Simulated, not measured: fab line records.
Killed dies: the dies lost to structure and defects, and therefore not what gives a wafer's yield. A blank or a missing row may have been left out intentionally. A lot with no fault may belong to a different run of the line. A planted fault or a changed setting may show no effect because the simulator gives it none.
Which tool did it?    flow gf180mcu    Sampling: 13 lots, 39 wafers, 2 of 602 route steps

WHAT THE GAUGES READ, wafer by wafer
GF_V5_CD_MEAS_14: the cd target is 260 nm. Usual: cd-nm reads 260.1 nm (standard deviation 1.3).
lot   measured      on         cd-nm (nm)         flag
L539  day 27 07:02  cd-sem-02  259.3 259.1 260.5  
L540  day 27 08:29  cd-sem-02  261.6 261.4 261.4  
L541  day 28 01:10  cd-sem-02  262.0 261.9 262.0  
L543  day 28 17:10  cd-sem-01  260.0 260.8 260.3  
L544  day 28 19:10  cd-sem-01  256.8 257.4 257.9  
L546  day 29 08:18  cd-sem-02  260.3 260.4 260.2  
L547  day 29 13:55  cd-sem-02  260.6 261.8 260.7  
L548  day 30 04:40  cd-sem-02  259.0 258.2 258.2  
L549  day 30 10:17  cd-sem-01  260.3 260.5 259.3  
L550  day 30 16:55  cd-sem-02  261.1 263.4 261.2  
L551  day 30 21:49  cd-sem-01  258.0 258.2 259.2  
L558  day 32 13:24  cd-sem-01  261.4 260.2 261.5  
L560  day 33 03:03  cd-sem-02  260.1 260.6 259.8  

WHICH TOOL RAN EACH LOT (tool, then ch and the chambers of the sampled wafers, then the start)
lot   GF_VT_IMPLANT_STRIP_31
L539  plasma-asher-01 ch 0,1, day 7 02:26
L540  plasma-asher-01 ch 0,1, day 7 05:13
L541  plasma-asher-04 ch 0,1, day 7 12:45
L543  plasma-asher-03 ch 0, day 8 04:08
L544  plasma-asher-03 ch 0, day 8 06:42
L546  plasma-asher-01 ch 0,1, day 8 16:19
L547  plasma-asher-03 ch 0,1, day 8 22:38
L548  plasma-asher-03 ch 0,1, day 9 11:20
L549  plasma-asher-03 ch 0,1, day 9 15:50
L550  plasma-asher-03 ch 0,1, day 9 18:50
L551  plasma-asher-03 ch 0,1, day 10 03:50
L558  plasma-asher-04 ch 0,1, day 12 03:08
L560  plasma-asher-04 ch 0,1, day 12 14:44
- GF_VT_IMPLANT_STRIP_31: strips in O2/N2.

WHAT THE TOOLS THEMSELVES READ (means of the sampled wafers that have a number; where no wafer has one, the mark that the record gives instead)
GF_VT_IMPLANT_STRIP_31. Usual: drypump-motor-current-A 5.72 A, standard deviation 0.23; heater-power-w 327 W, standard deviation 36; oes-product-au 0.716 a.u., standard deviation 0.0047; strip-time-to-endpoint-s 12.61 s, standard deviation 0.039.
lot   tool             drypump-motor-current-A (A)  heater-power-w (W)  oes-product-au (a.u.)  strip-time-to-endpoint-s (s)  flag
L539  plasma-asher-01  5.63                         355                 0.719                  12.63                         
L540  plasma-asher-01  5.68                         325                 0.718                  12.57                         
L541  plasma-asher-04  6.07                         325                 0.716                  12.68                         
L543  plasma-asher-03  5.76                         290                 0.715                  12.60                         
L544  plasma-asher-03  5.73                         285                 0.712                  12.56                         
L546  plasma-asher-01  5.71                         323                 0.716                  12.58                         
L547  plasma-asher-03  5.53                         331                 0.713                  12.62                         
L548  plasma-asher-03  5.52                         322                 0.715                  12.59                         
L549  plasma-asher-03  5.64                         311                 0.715                  12.63                         
L550  plasma-asher-03  5.54                         328                 0.717                  12.66                         
L551  plasma-asher-03  5.64                         307                 0.715                  12.57                         
L558  plasma-asher-04  6.08                         329                 0.716                  12.60                         
L560  plasma-asher-04  6.06                         335                 0.711                  12.63                         

THE ANSWER, worked out from the rows above alone
Rule: a lot is off if the mean of its wafers that have a number lies more than 3 standard deviations from the usual mean. Also off: a lot with no number at a reading for which 4 or more lots have one. Where the step has rows for the other lots, those lots are counted as sound. The gauges are gone through in route order, then the tools' own readings, and for those a lot's mean is taken as printed above. At the first step where some lot is off, the reading lying furthest off is the one used; lots without a number count as furthest.
No lot is off on any of the readings shown, so nothing can be concluded from this.

WHAT THE SIMULATOR HAD PUT IN
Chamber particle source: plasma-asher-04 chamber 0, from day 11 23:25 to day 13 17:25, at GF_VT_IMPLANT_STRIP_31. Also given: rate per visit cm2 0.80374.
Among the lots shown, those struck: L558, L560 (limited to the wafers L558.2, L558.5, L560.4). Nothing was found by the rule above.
